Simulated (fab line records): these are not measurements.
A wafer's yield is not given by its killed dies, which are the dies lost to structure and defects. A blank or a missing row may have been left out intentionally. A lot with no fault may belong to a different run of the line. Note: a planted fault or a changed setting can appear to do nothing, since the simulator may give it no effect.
Which tool was responsible? :: flow sfq_line :: 42 wafers from 14 lots sampled at 3 of the route's 325 steps

== WHAT THE GAUGES SHOWED, per wafer ==
No reading from a measuring or inspecting step in the record can be judged against a usual standard deviation.

== WHICH TOOL RAN EACH LOT (tool, then ch and the chambers of the sampled wafers, then the start) ==
lot: L583
SFQ_TRILAYER_I0_CMP_CMP_028: cmp-01 ch 0,1,2, day 11 14:37
SFQ_TRILAYER_I0_METRO_MEASURE_029: film_metro-01, day 11 16:38
SFQ_TRILAYER_I0_VIA_ETCH_VIA_ETCH_034: rie_diel-02 ch 0,2,3, day 16 20:32

lot: L584
SFQ_TRILAYER_I0_CMP_CMP_028: cmp-01 ch 0,2, day 12 05:01
SFQ_TRILAYER_I0_METRO_MEASURE_029: film_metro-03, day 12 07:50
SFQ_TRILAYER_I0_VIA_ETCH_VIA_ETCH_034: rie_diel-01 ch 2,3, day 17 11:04

lot: L585
SFQ_TRILAYER_I0_CMP_CMP_028: cmp-02 ch 0,1,3, day 12 19:41
SFQ_TRILAYER_I0_METRO_MEASURE_029: film_metro-01, day 12 22:31
SFQ_TRILAYER_I0_VIA_ETCH_VIA_ETCH_034: rie_diel-02 ch 1,2,3, day 18 06:16

lot: L587
SFQ_TRILAYER_I0_CMP_CMP_028: cmp-02 ch 0,2,3, day 13 11:40
SFQ_TRILAYER_I0_METRO_MEASURE_029: film_metro-03, day 13 14:59
SFQ_TRILAYER_I0_VIA_ETCH_VIA_ETCH_034: rie_diel-02 ch 0,1,3, day 19 00:16

lot: L588
SFQ_TRILAYER_I0_CMP_CMP_028: cmp-01 ch 1,3, day 13 21:13
SFQ_TRILAYER_I0_METRO_MEASURE_029: film_metro-01, day 14 00:20
SFQ_TRILAYER_I0_VIA_ETCH_VIA_ETCH_034: rie_diel-01 ch 0,3, day 19 12:16

lot: L589
SFQ_TRILAYER_I0_CMP_CMP_028: cmp-02 ch 0,1,3, day 14 03:49
SFQ_TRILAYER_I0_METRO_MEASURE_029: film_metro-04, day 14 06:56
SFQ_TRILAYER_I0_VIA_ETCH_VIA_ETCH_034: rie_diel-02 ch 0,1,2, day 19 18:16

lot: L591
SFQ_TRILAYER_I0_CMP_CMP_028: cmp-02 ch 0,1,2, day 14 23:13
SFQ_TRILAYER_I0_METRO_MEASURE_029: film_metro-01, day 15 01:53
SFQ_TRILAYER_I0_VIA_ETCH_VIA_ETCH_034: rie_diel-04 ch 2,3, day 20 22:55

lot: L593
SFQ_TRILAYER_I0_CMP_CMP_028: cmp-02 ch 0,1, day 15 23:41
SFQ_TRILAYER_I0_METRO_MEASURE_029: film_metro-03, day 16 02:19
SFQ_TRILAYER_I0_VIA_ETCH_VIA_ETCH_034: rie_diel-01 ch 2,3, day 22 06:34

lot: L595
SFQ_TRILAYER_I0_CMP_CMP_028: cmp-01 ch 0,1, day 16 07:00
SFQ_TRILAYER_I0_METRO_MEASURE_029: film_metro-04, day 16 10:19
SFQ_TRILAYER_I0_VIA_ETCH_VIA_ETCH_034: rie_diel-02 ch 0,1,2, day 22 08:58

lot: L600
SFQ_TRILAYER_I0_CMP_CMP_028: cmp-01 ch 0,3, day 18 03:40
SFQ_TRILAYER_I0_METRO_MEASURE_029: film_metro-01, day 18 06:47
SFQ_TRILAYER_I0_VIA_ETCH_VIA_ETCH_034: rie_diel-01 ch 1,2,3, day 22 14:58

lot: L601
SFQ_TRILAYER_I0_CMP_CMP_028: cmp-01 ch 0,1,2, day 18 09:40
SFQ_TRILAYER_I0_METRO_MEASURE_029: film_metro-01, day 18 12:59
SFQ_TRILAYER_I0_VIA_ETCH_VIA_ETCH_034: rie_diel-04 ch 0,1, day 22 16:10

lot: L602
SFQ_TRILAYER_I0_CMP_CMP_028: cmp-02 ch 1,2,3, day 18 16:02
SFQ_TRILAYER_I0_METRO_MEASURE_029: film_metro-04, day 18 19:09
SFQ_TRILAYER_I0_VIA_ETCH_VIA_ETCH_034: rie_diel-02 ch 0,2,3, day 22 17:22

lot: L603
SFQ_TRILAYER_I0_CMP_CMP_028: cmp-02 ch 2,3, day 19 04:21
SFQ_TRILAYER_I0_METRO_MEASURE_029: film_metro-01, day 19 08:04
SFQ_TRILAYER_I0_VIA_ETCH_VIA_ETCH_034: rie_diel-01 ch 0,2,3, day 22 18:38

lot: L604
SFQ_TRILAYER_I0_CMP_CMP_028: cmp-01 ch 0,2,3, day 19 15:29
SFQ_TRILAYER_I0_METRO_MEASURE_029: film_metro-03, day 19 17:36
SFQ_TRILAYER_I0_VIA_ETCH_VIA_ETCH_034: rie_diel-04 ch 1,2, day 22 19:46
- SFQ_TRILAYER_I0_CMP_CMP_028: polishes SiO2.
- SFQ_TRILAYER_I0_METRO_MEASURE_029
- SFQ_TRILAYER_I0_VIA_ETCH_VIA_ETCH_034: etches SiO2 in CHF3, stops on Nb, target depth 260 nm.

== WHAT THE TOOLS THEMSELVES READ (means of the sampled wafers that have a number; where no wafer has one, the mark that the record gives instead) ==
SFQ_TRILAYER_I0_CMP_CMP_028.
lot: L583
tool: cmp-01
edge_zone_pressure_frac: 0.999
head_pressure_psi (psi): 3.001
motor_current_A (A): 10.3
retaining_ring_pressure_frac: 1.000
time_to_endpoint_s (s): 215

lot: L584
tool: cmp-01
edge_zone_pressure_frac: 0.997
head_pressure_psi (psi): 3.000
motor_current_A (A): 11.0
retaining_ring_pressure_frac: 1.001
time_to_endpoint_s (s): 201

lot: L585
tool: cmp-02
edge_zone_pressure_frac: 1.001
head_pressure_psi (psi): 2.991
motor_current_A (A): 9.9
retaining_ring_pressure_frac: 0.997
time_to_endpoint_s (s): 221

lot: L587
tool: cmp-02
edge_zone_pressure_frac: 0.998
head_pressure_psi (psi): 3.002
motor_current_A (A): 9.8
retaining_ring_pressure_frac: 0.999
time_to_endpoint_s (s): 210

lot: L588
tool: cmp-01
edge_zone_pressure_frac: 0.998
head_pressure_psi (psi): 2.998
motor_current_A (A): 10.0
retaining_ring_pressure_frac: 0.999
time_to_endpoint_s (s): 218

lot: L589
tool: cmp-02
edge_zone_pressure_frac: 1.000
head_pressure_psi (psi): 2.992
motor_current_A (A): 9.8
retaining_ring_pressure_frac: 1.000
time_to_endpoint_s (s): 218

lot: L591
tool: cmp-02
edge_zone_pressure_frac: 1.003
head_pressure_psi (psi): 3.005
motor_current_A (A): 9.3
retaining_ring_pressure_frac: 1.007
time_to_endpoint_s (s): 220

lot: L593
tool: cmp-02
edge_zone_pressure_frac: 1.001
head_pressure_psi (psi): 3.005
motor_current_A (A): 9.7
retaining_ring_pressure_frac: 0.999
time_to_endpoint_s (s): 215

lot: L595
tool: cmp-01
edge_zone_pressure_frac: 0.999
head_pressure_psi (psi): 3.002
motor_current_A (A): 11.0
retaining_ring_pressure_frac: 1.001
time_to_endpoint_s (s): 199

lot: L600
tool: cmp-01
edge_zone_pressure_frac: -
head_pressure_psi (psi): -
motor_current_A (A): -
retaining_ring_pressure_frac: -
time_to_endpoint_s (s): -

lot: L601
tool: cmp-01
edge_zone_pressure_frac: -
head_pressure_psi (psi): -
motor_current_A (A): -
retaining_ring_pressure_frac: -
time_to_endpoint_s (s): -

lot: L602
tool: cmp-02
edge_zone_pressure_frac: 1.003
head_pressure_psi (psi): 3.007
motor_current_A (A): 9.6
retaining_ring_pressure_frac: 0.998
time_to_endpoint_s (s): 213

lot: L603
tool: cmp-02
edge_zone_pressure_frac: 1.001
head_pressure_psi (psi): 3.004
motor_current_A (A): 9.5
retaining_ring_pressure_frac: 1.003
time_to_endpoint_s (s): 219

lot: L604
tool: cmp-01
edge_zone_pressure_frac: 1.004
head_pressure_psi (psi): 2.995
motor_current_A (A): 10.3
retaining_ring_pressure_frac: 1.007
time_to_endpoint_s (s): 219

SFQ_TRILAYER_I0_METRO_MEASURE_029.
lot: L583
tool: film_metro-01
thk_nm (nm): 200.3

lot: L584
tool: film_metro-03
thk_nm (nm): 201.4

lot: L585
tool: film_metro-01
thk_nm (nm): 202.5

lot: L587
tool: film_metro-03
thk_nm (nm): 203.1

lot: L588
tool: film_metro-01
thk_nm (nm): 203.6

lot: L589
tool: film_metro-04
thk_nm (nm): 202.4

lot: L591
tool: film_metro-01
thk_nm (nm): 202.7

lot: L593
tool: film_metro-03
thk_nm (nm): 202.3

lot: L595
tool: film_metro-04
thk_nm (nm): 201.9

lot: L600
tool: film_metro-01
thk_nm (nm): 491.6

lot: L601
tool: film_metro-01
thk_nm (nm): 498.5

lot: L602
tool: film_metro-04
thk_nm (nm): 202.9

lot: L603
tool: film_metro-01
thk_nm (nm): 202.4

lot: L604
tool: film_metro-03
thk_nm (nm): 201.2

SFQ_TRILAYER_I0_VIA_ETCH_VIA_ETCH_034.
lot: L583
tool: rie_diel-02
drypump_motor_current_A (A): 5.9
oes_product_au (a.u.): 0.853

lot: L584
tool: rie_diel-01
drypump_motor_current_A (A): 5.1
oes_product_au (a.u.): 0.854

lot: L585
tool: rie_diel-02
drypump_motor_current_A (A): 5.7
oes_product_au (a.u.): 0.859

lot: L587
tool: rie_diel-02
drypump_motor_current_A (A): 5.9
oes_product_au (a.u.): 0.860

lot: L588
tool: rie_diel-01
drypump_motor_current_A (A): 5.6
oes_product_au (a.u.): 0.864

lot: L589
tool: rie_diel-02
drypump_motor_current_A (A): 5.8
oes_product_au (a.u.): 0.861

lot: L591
tool: rie_diel-04
drypump_motor_current_A (A): 5.9
oes_product_au (a.u.): 0.859

lot: L593
tool: rie_diel-01
drypump_motor_current_A (A): 5.1
oes_product_au (a.u.): 0.858

lot: L595
tool: rie_diel-02
drypump_motor_current_A (A): 5.8
oes_product_au (a.u.): 0.857

lot: L600
tool: rie_diel-01
drypump_motor_current_A (A): 5.1
oes_product_au (a.u.): 1.631

lot: L601
tool: rie_diel-04
drypump_motor_current_A (A): 6.1
oes_product_au (a.u.): 1.614

lot: L602
tool: rie_diel-02
drypump_motor_current_A (A): 5.9
oes_product_au (a.u.): 0.860

lot: L603
tool: rie_diel-01
drypump_motor_current_A (A): 5.3
oes_product_au (a.u.): 0.861

lot: L604
tool: rie_diel-04
drypump_motor_current_A (A): 5.4
oes_product_au (a.u.): 0.862

== THE ANSWER, worked out from the rows above alone ==
Rule: the lots themselves supply what counts as usual. The widest of any qualifying gaps counts: lots, ordered by their means at a reading, are off when they make up no more than a third of the lots, leave a main group of 4 or more, and stand apart from it by 3 or more times the standard deviation of that group's means. The tables above print the reading to a certain number of digits; a main group whose means all agree to those digits is not used. A lot without any number at a reading at which 4 lots or more have one is off too. Any other lot the step has rows for is counted as sound. After the gauges, taken in route order, come the tools' own readings; for these a lot's mean is taken, as printed above. At the first step where some lot is off, the reading lying furthest off is the one used; lots without a number count as furthest.
Off, at SFQ_TRILAYER_I0_CMP_CMP_028 on edge_zone_pressure_frac: L600, L601. Without a number there: L600, L601. Main group: mean 1.000, sd 0.0021.
If a tool, at that step or one of the process steps before it, ran each lot that is off and ran no sound lot following the first of them, it fits. Of those tried, none fits.

== WHAT WAS PUT IN BY THE SIMULATOR ==
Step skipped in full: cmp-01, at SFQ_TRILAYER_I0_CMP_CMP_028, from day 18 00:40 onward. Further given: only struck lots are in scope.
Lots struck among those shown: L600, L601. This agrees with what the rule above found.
